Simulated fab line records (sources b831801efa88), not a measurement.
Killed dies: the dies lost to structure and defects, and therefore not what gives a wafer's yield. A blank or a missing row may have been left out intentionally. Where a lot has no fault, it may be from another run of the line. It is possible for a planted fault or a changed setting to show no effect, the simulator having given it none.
Matching of chambers ; flow gf180mcu ; GF_V2_CMP_26 on cmp-02: 4 sister chambers
The step polishes, stops on SiO2, t overpolish 15 s, target thk 0 nm. 8 wafers are shown with their chamber, then 12 later ones without.

## WAFERS, EACH WITH ITS CHAMBER
wafer;chamber;motor-current-A (A);time-to-endpoint-s (s)
L082.4;0;10.0;82
L083.4;0;9.7;81
L086.1;2;10.8;71
L086.3;1;9.6;77
L086.6;2;10.7;74
L087.1;3;11.6;82
L087.4;1;9.7;77
L087.5;3;10.9;81

## WAFERS WHOSE CHAMBER IS MISSING
wafer;motor-current-A (A);time-to-endpoint-s (s)
L089.2;11.3;78
L089.3;9.8;82
L089.4;11.0;82
L092.1;10.3;84
L092.2;10.8;87
L092.5;9.9;81
L096.1;10.1;86
L096.2;11.4;82
L096.4;11.0;92
L097.2;10.0;84
L097.5;10.8;90
L097.6;10.1;86

## EACH ONE'S CHAMBER
wafer;from the rows above;in truth
L089.2;3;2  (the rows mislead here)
L089.3;0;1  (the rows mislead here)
L089.4;3;3
L092.1;can't be placed: 0 or 3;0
L092.2;can't be placed: 3 or 0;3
L092.5;0;0
L096.1;can't be placed: 0 or 3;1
L096.2;3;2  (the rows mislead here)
L096.4;can't be placed: 3 or 0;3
L097.2;0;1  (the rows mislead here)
L097.5;can't be placed: 3 or 0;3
L097.6;can't be placed: 0 or 3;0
2 of 12 placed correctly. From these rows, 6 cannot be placed; in 5 the true chamber is one of the candidates. Placed wrongly: 4.
How it was worked out, from the rows above alone: a wafer's distance from a chamber is the root of the sum, over the readings, of the square of ((its reading less the chamber's mean) divided by the reading's scatter). If the next closest chamber is less than 2 further off than the closest, the wafer can't be placed; otherwise it belongs to the closest. Each chamber's mean is taken over the wafers shown for it. How the scatter is found: for the shown wafers, subtract from each reading the mean of its chamber, square and add these, divide the total by (wafers less chambers), then take the root.
